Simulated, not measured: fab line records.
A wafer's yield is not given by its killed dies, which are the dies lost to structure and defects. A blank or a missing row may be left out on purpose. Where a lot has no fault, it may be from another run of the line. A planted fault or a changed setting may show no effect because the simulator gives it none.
The tool behind it: which one?    flow gf180mcu    6 lots, 18 wafers sampled, at 3 steps of a route of 602

== WHAT EACH GAUGE READ, for each wafer ==
GF_PASSIVATION_THK_MEAS_01.
lot   measured      on             PASSIVATION_CVD_00_THK (nm)
L443  day 28 13:01  film-metro-04  996 1025 1022
L452  day 31 03:17  film-metro-01  987 818 832
L459  day 32 23:05  film-metro-02  992 1006 1011
L461  day 33 17:40  film-metro-01  981 1006 1005
L464  day 34 03:55  film-metro-02  980 1020 1022
L465  day 34 08:07  film-metro-01  986 983 993

== WHAT TOOL EACH LOT RAN ON (gives the tool, then ch and the chambers of the sampled wafers, and finally the start) ==
lot   GF_V5_CMP_26                   GF_PASSIVATION_CVD_00
L443  cmp-01 ch 0,2, day 27 15:30    pecvd-02 ch 0,1,2, day 28 12:55
L452  cmp-01 ch 0,1,3, day 30 07:40  pecvd-04 ch 0,1,2, day 31 03:13
L459  cmp-01 ch 0,3, day 32 05:13    pecvd-02 ch 1,2, day 32 23:00
L461  cmp-01 ch 1,2,3, day 33 00:53  pecvd-02 ch 0,1,2, day 33 17:34
L464  cmp-01 ch 0,1,2, day 33 11:15  pecvd-02 ch 0,1,2, day 34 03:50
L465  cmp-01 ch 2,3, day 33 15:31    pecvd-04 ch 0,1, day 34 08:02
- GF_V5_CMP_26: polishes, stops on SiO2, t overpolish 15 s, target thk 0 nm.
- GF_PASSIVATION_CVD_00: deposits SiO2 from TEOS, target thk 1000 nm, time 111.95 s.

== THE ANSWER, worked out from the rows above alone ==
Rule: the usual values come from the lots themselves. Put in order of their means at a reading, lots are off if they are a third of the lots or fewer, leave a main group of 4 or more, and stand apart from it by a gap of 3 or more times the standard deviation of the main group's means; of several such gaps the widest counts. The tables above print the reading to a certain number of digits; a main group whose means all agree to those digits is not used. Also off: a lot with no number at a reading for which 4 or more lots have one. Any other lot the step has rows for is counted as sound.
Off: L452, at GF_PASSIVATION_THK_MEAS_01 (PASSIVATION_CVD_00_THK). Mean 1002 nm and standard deviation 9.1 in the main group.
If a tool, at a process step before that reading, ran all the lots that are off and no sound lot after the first of them, it fits. The gauges at GF_PASSIVATION_THK_MEAS_01 are tried like those tools. No candidate that was tried fits.

== WHAT WAS PUT IN BY THE SIMULATOR ==
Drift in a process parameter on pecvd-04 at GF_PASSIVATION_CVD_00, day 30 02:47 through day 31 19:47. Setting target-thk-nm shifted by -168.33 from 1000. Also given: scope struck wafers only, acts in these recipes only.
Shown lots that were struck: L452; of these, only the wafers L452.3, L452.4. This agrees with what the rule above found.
